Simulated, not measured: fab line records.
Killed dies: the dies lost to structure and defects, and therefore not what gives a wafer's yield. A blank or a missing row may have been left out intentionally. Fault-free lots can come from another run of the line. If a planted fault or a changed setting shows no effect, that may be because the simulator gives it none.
Matching of chambers :: flow sky130 :: rie diel-03 running SKY_METAL3_ETCH_17: 4 sister chambers
The step etches SiO2 in C4F8/O2/Ar, stops on TiN, time 3.9 s, target depth 15 nm. 8 wafers are shown with their chamber, then 7 later ones without.

## WAFERS PAIRED WITH THEIR CHAMBERS
wafer: L378.1
chamber: 2
chamber pressure mTorr (mTorr): 39.89
oes product au (a.u.): 0.746

wafer: L378.5
chamber: 3
chamber pressure mTorr (mTorr): 39.99
oes product au (a.u.): 0.752

wafer: L380.4
chamber: 3
chamber pressure mTorr (mTorr): 40.04
oes product au (a.u.): 0.747

wafer: L380.5
chamber: 2
chamber pressure mTorr (mTorr): 40.08
oes product au (a.u.): 0.763

wafer: L395.3
chamber: 0
chamber pressure mTorr (mTorr): 40.09
oes product au (a.u.): 0.755

wafer: L395.6
chamber: 1
chamber pressure mTorr (mTorr): 40.04
oes product au (a.u.): 0.761

wafer: L398.4
chamber: 0
chamber pressure mTorr (mTorr): 39.96
oes product au (a.u.): 0.767

wafer: L398.5
chamber: 1
chamber pressure mTorr (mTorr): 39.99
oes product au (a.u.): 0.765

## WAFERS WITH NO CHAMBER GIVEN
wafer: L398.6
chamber pressure mTorr (mTorr): 40.00
oes product au (a.u.): 0.759

wafer: L399.1
chamber pressure mTorr (mTorr): 40.06
oes product au (a.u.): 0.755

wafer: L399.2
chamber pressure mTorr (mTorr): 40.03
oes product au (a.u.): 0.746

wafer: L399.3
chamber pressure mTorr (mTorr): 40.02
oes product au (a.u.): 0.746

wafer: L400.3
chamber pressure mTorr (mTorr): 39.99
oes product au (a.u.): 0.755

wafer: L400.5
chamber pressure mTorr (mTorr): 40.00
oes product au (a.u.): 0.762

wafer: L400.6
chamber pressure mTorr (mTorr): 39.98
oes product au (a.u.): 0.765

## THE CHAMBER EACH PASSED THROUGH
wafer: L398.6
from the rows above: can't be placed: 0 or 1 or 2 or 3
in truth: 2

wafer: L399.1
from the rows above: can't be placed: 0 or 2 or 3 or 1
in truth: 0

wafer: L399.2
from the rows above: can't be placed: 3 or 2 or 0 or 1
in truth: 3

wafer: L399.3
from the rows above: can't be placed: 3 or 2 or 0 or 1
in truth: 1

wafer: L400.3
from the rows above: can't be placed: 2 or 3 or 0 or 1
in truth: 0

wafer: L400.5
from the rows above: can't be placed: 1 or 0 or 2 or 3
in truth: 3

wafer: L400.6
from the rows above: can't be placed: 1 or 0 or 2 or 3
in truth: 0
0 of 7 placed correctly. Not placeable from these rows: 7 (in 7, the candidates include the true chamber). 0 placed wrongly.
How it was worked out, from the rows above alone: a wafer's distance from a chamber is the root of the sum, over the readings, of the square of ((its reading less the chamber's mean) divided by the reading's scatter). The wafer belongs to the nearest chamber; if the next one is less than 2 further off, it can't be placed. Each chamber's mean is taken over the wafers shown for it. How the scatter is found: for the shown wafers, subtract from each reading the mean of its chamber, square and add these, divide the total by (wafers less chambers), then take the root.
